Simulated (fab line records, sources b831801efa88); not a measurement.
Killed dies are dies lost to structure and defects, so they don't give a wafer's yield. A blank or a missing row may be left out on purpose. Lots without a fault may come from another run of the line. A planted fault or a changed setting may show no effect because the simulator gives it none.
fab line records | flow sky130
record lots=6 wafers=18 last_day=50
route steps=708 shown LDD_LDN@300 SPACER@304 POLY_CUT@307
lots that met no fault: from a run of the same line without faults
start_h: hours from the record's first day to the start of the lot's first wafer shown | wait_h: hours since the lot's step before | " the same as in the row above | L1.1+2: a row that stands for several wafers | - no value, or no start given | * or withheld: withheld | < > ~ a bound
route shown NAME@n: a module of which the file shows steps, and the number in the route of the first | usual: mean/standard deviation of fault-free wafers | same: alike in all rows | chamber/n: place in a boat | sites: the reading at each site | _std_site: their standard deviation | _edge_site: outer sites' mean less inner sites' | radius_mm: how far each site lies from the wafer's centre | mask NAME#n: copy n | behind: the tool/chamber that last shaped the wafer | hold: why the lot was held/for how many hours/how that ended | device: the transistor (n, p or np) that didn't switch | end of line: the same wafers' tests at the end of the route | a step without rows: its recipe alone | killed: dies lost to structure and defects at the first sort, not the wafer's yield | map: a wafer's dies, x killed, . not, _ none there
set.NAME: the setting as run; set.NAME@STEP: as run at that earlier step | model.NAME: the simulator's own value behind a step, which no gauge read
lots at some steps of the route; a table a step, a row a wafer
services: from which hour (start_h, from the record's first day; less than 0 if before it) a tool's chamber was out of use, for how many hours, and why
## steps
# step SKY_LDD_LDN_IMPLANT_11
# recipe species=As energy_kev=15 dose_cm2=1.25e+13 tilt_deg=withheld rotation_deg=293
# step SKY_LDD_LDN_STRIP_12
# recipe chemistry=O2/N2 power_w=1400 pressure_mtorr=1500 platen_temp_c=withheld o2_flow_sccm=3000 n2_flow_sccm=300 overash_fraction=0.5
# usual drypump_motor_current_A=6.0/0.54 oes_product_au=0.716/0.0047 strip_time_to_endpoint_s=14.19/0.037
# columns lot.wafer tool chamber start_h wait_h drypump_motor_current_A oes_product_au rf_hours_counter_h strip_time_to_endpoint_s
L942.1 plasma_asher-03 0 592.66 0.1 6.1 0.714 92 14.27
L942.2 " 1 " " 5.8 0.713 92 14.22
L942.5 " 1 " " 5.7 0.726 - 14.23
L952.1 plasma_asher-04 1 674.48 0.1 6.0 0.715 88 14.12
L952.4 " 0 " " 6.5 0.704 - 14.15
L952.6 " 0 " " 6.6 0.710 - 14.16
L953.1 plasma_asher-02 1 682.31 0.1 6.6 0.713 58 14.21
L953.5 " 0 " " 5.1 0.721 - 14.25
L953.6 " 1 " " 6.6 0.717 - 14.22
L954.1 plasma_asher-04 1 695.60 0.1 6.0 0.721 90 14.18
L954.2 " 0 " " 6.5 0.716 90 14.18
L954.6 " 1 " " 6.0 0.718 - 14.16
L956.3 plasma_asher-03 1 706.87 0.1 5.8 0.724 - 14.22
L956.5 " 0 " " 6.1 0.713 - 14.17
L956.6 " 1 " " 5.8 0.713 - 14.20
L958.1 plasma_asher-04 0 719.23 0.1 6.5 0.716 92 14.20
L958.4 " 0 " " 6.5 0.719 - 14.19
L958.6 " 1 " " 6.0 0.724 - 14.19
# step SKY_LDD_LDN_TW_MEAS_13
# usual LDD_LDN_TW=1481/7.5
# columns lot.wafer tool chamber start_h wait_h LDD_LDN_TW
L942.1 film_metro-03 - 592.76 0.1 1467
L942.2 " - " " 1476
L942.5 " - " " 1473
L952.1 film_metro-01 - 674.58 0.1 1477
L952.4 " - " " 1473
L952.6 " - " " 1478
L953.1 film_metro-01 - 682.41 0.1 1476
L953.5 " - " " 1475
L953.6 " - " " 1487
L954.1 film_metro-01 - 695.70 0.1 1477
L954.2 " - " " 1485
L954.6 " - " " 1483
L956.3 film_metro-02 - 706.95 0.1 1486
L956.5 " - " " 1485
L956.6 " - " " 1474
L958.1 film_metro-02 - 719.33 0.1 1491
L958.4 " - " " 1484
L958.6 " - " " 1482
# step SKY_LDD_LDN_CLEAN_14
# recipe chemistry=SC1/SC2 mix=1:4:20 temp_c=70 time_s=150 dry=n2_spin
# step SKY_SPACER_CVD_00
# recipe material=Si3N4 precursor=DCS/NH3 target_thk_nm=43.1 temp_c=770 time_s=740 pressure_mtorr=250
# step SKY_SPACER_THK_MEAS_01
# recipe reads=Si3N4_of_SPACER_CVD_00
# usual SPACER_CVD_00_THK=43.2/0.35
# columns lot.wafer tool chamber start_h wait_h SPACER_CVD_00_THK[nm]
L942.1 film_metro-03 - 594.17 0.0 43.0
L942.2 " - " " 43.2
L942.5 " - " " 43.3
L952.1 film_metro-03 - 676.45 0.0 43.0
L952.4 " - " " 43.1
L952.6 " - " " 43.2
L953.1 film_metro-01 - 683.73 0.0 43.0
L953.5 " - " " 43.2
L953.6 " - " " 43.1
L954.1 film_metro-01 - 699.30 0.0 43.1
L954.2 " - " " 43.6
L954.6 " - " " 43.2
L956.3 film_metro-03 - 708.84 0.0 43.4
L956.5 " - " " 43.6
L956.6 " - " " 43.4
L958.1 film_metro-01 - 720.89 0.0 43.1
L958.4 " - " " 43.1
L958.6 " - " " 43.0
# step SKY_SPACER_ETCHBACK_02
# recipe chemistry=CH3F/O2 target=Si3N4 stop_on=SiO2 source_w=400 bias_w=80 pressure_mtorr=25 ch3f_flow_sccm=40 O2_flow_sccm=30 time_s=46.7 target_depth_a=450
# usual drypump_motor_current_A=6.0/0.56 oes_product_au=0.856/0.0057 throttle_valve_pct=10.562/0.0093
# columns lot.wafer tool chamber start_h wait_h drypump_motor_current_A oes_product_au rf_hours_counter_h throttle_valve_pct
L942.1 rie_diel-02 1 594.23 0.1 4.9 0.853 68 10.571
L942.2 " 2 " " 6.2 0.853 42 10.582
L942.5 " 2 " " 6.2 0.856 - 10.570
L952.1 rie_diel-02 0 676.51 0.1 5.0 0.850 7 10.563
L952.4 " 2 " " 6.2 0.854 44 10.571
L952.6 " 3 " " 5.5 0.862 - 10.564
L953.1 rie_diel-03 2 683.79 0.1 5.9 0.853 54 10.544
L953.5 " 1 " " 6.8 0.851 - 10.553
L953.6 " 2 " " 5.9 0.860 - 10.569
L954.1 rie_diel-02 0 699.36 0.1 5.0 0.855 8 10.561
L954.2 " 1 " " 4.9 0.862 2 10.560
L954.6 " 1 " " 4.9 0.856 - 10.561
L956.3 rie_diel-02 1 708.88 0.0 4.9 0.862 2 10.553
L956.5 " 0 " " 5.0 0.862 - 10.559
L956.6 " 1 " " 4.9 0.848 - 10.559
L958.1 rie_diel-04 3 720.95 0.1 6.0 0.849 4 10.570
L958.4 " 1 " " 6.7 0.860 6 10.562
L958.6 " 1 " " 6.7 0.851 - 10.564
# step SKY_POLY_CUT_DEHYDRATE_00
# recipe temp_c=200 time_s=60
# step SKY_POLY_CUT_HMDS_01
# recipe prime_time_s=60 prime_temp_c=120
# step SKY_POLY_CUT_COAT_02
# recipe resist=BARC temp_c=withheld time_s=withheld spin_rpm=3000 resist_thk_nm=60
# step SKY_POLY_CUT_COAT_03
# recipe resist=KrF-thick spin_rpm=3000 resist_thk_nm=450
# step SKY_POLY_CUT_SOFTBAKE_04
# recipe temp_c=100 time_s=90 resist=KrF-thick
# step SKY_POLY_CUT_EXPOSE_05
# recipe mask_id=NPCM na=0.8 source_shape=annular sigma_inner=0.55 sigma_outer=0.85 target_cd_nm=270 dose_mj=32
# usual exposure_dose_mJ_cm2=31.97/0.041 focus_offset_nm=0.0/0.56 sigma_inner=0.55/0
# columns lot.wafer tool chamber start_h wait_h mask exposure_dose_mJ_cm2 focus_offset_nm sigma_inner
L942.1 krf_scanner-02 0 608.90 - NPCM#0 32.01 -0.8 0.55
L942.2 " 0 " " NPCM#0 32.05 -1.2 0.55
L942.5 " 0 " " NPCM#0 31.96 -1.4 0.55
L952.1 krf_scanner-02 - 691.40 - NPCM#0 - - -
L952.4 " - " " NPCM#0 - - -
L952.6 " - " " NPCM#0 - - -
L953.1 krf_scanner-02 - 698.53 - NPCM#0 - - -
L953.5 " - " " NPCM#0 - - -
L953.6 " - " " NPCM#0 - - -
L954.1 krf_scanner-02 0 713.42 - NPCM#0 32.02 -0.1 0.55
L954.2 " 0 " " NPCM#0 31.97 0.4 0.55
L954.6 " 0 " " NPCM#0 32.02 0.3 0.55
L956.3 krf_scanner-01 0 723.56 - NPCM#0 31.86 0.2 0.55
L956.5 " 0 " " NPCM#0 31.90 -0.4 0.55
L956.6 " 0 " " NPCM#0 31.88 -1.0 0.55
L958.1 krf_scanner-02 0 734.55 - NPCM#0 32.03 1.3 0.55
L958.4 " 0 " " NPCM#0 32.01 0.4 0.55
L958.6 " 0 " " NPCM#0 31.97 1.1 0.55
# step SKY_POLY_CUT_PEB_06
# recipe peb_temp_c=withheld peb_time_s=withheld resist=KrF-thick
## services
# columns tool chamber start_h hours kind
krf_scanner-01 - 582.33 1.3 pm
krf_scanner-02 - 587.68 0.8 pm
krf_scanner-01 - 597.38 0.8 pm
rie_diel-03 1 598.72 1.8 repair
krf_scanner-01 - 603.93 1.0 pm
rie_diel-02 0 605.94 1.9 repair
plasma_asher-03 - 608.44 34.0 repair
rie_diel-04 1 610.76 4.8 repair
rie_diel-02 1 616.01 - clean
rie_diel-02 1 616.01 25.0 scheduled_down
plasma_asher-03 - 634.64 11.4 repair
krf_scanner-02 - 637.40 0.2 repair
rie_diel-02 0 659.01 5.4 repair
krf_scanner-01 - 672.66 4.0 pm
krf_scanner-02 0 674.42 - calibration
krf_scanner-01 - 684.09 0.8 repair
rie_diel-04 0 684.17 8.3 repair
krf_scanner-02 - 696.61 1.0 pm
rie_diel-02 - 702.13 0.7 repair
krf_scanner-02 - 706.04 6.1 repair
plasma_asher-03 - 708.66 5.0 repair
rie_diel-02 1 709.85 4.5 repair
krf_scanner-02 - 720.01 1.3 pm
plasma_asher-03 - 733.75 9.0 pm
## key
first_sign step=SKY_POLY_CUT_EXPOSE_05 reading=tool_record direction=missing
effect none on later readings
met_at SKY_POLY_CUT_EXPOSE_05
struck_wafers L952.1,L952.4,L952.6,L953.1,L953.5,L953.6
later_rows_left_out L952.1,L952.4,L952.6,L953.1,L953.5,L953.6
sort_left_out L952.1,L952.4,L952.6,L953.1,L953.5,L953.6
tester_left_out L952,L953
onset_between 608.90 691.40
fault kind=skipped_step_whole tool=krf_scanner-02 chamber=- onset_h=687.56 steps=SKY_POLY_CUT_EXPOSE_05 scope=struck_lots_only
# tester_left_out: of these lots the tester's yield and bins aren't shown, on N5 and GAA mostly nor the transistor test; their killed dies are dies lost to structure and defects alone, not to doping, threshold or leakage, so they don't give the yield
# sort_left_out: the simulated sort isn't trusted on such a fault, so these wafers' sort isn't shown, and their yield isn't known
# later_rows_left_out: the simulator's readings of these wafers behind a module that went badly wrong aren't trusted and aren't shown, but for the sort
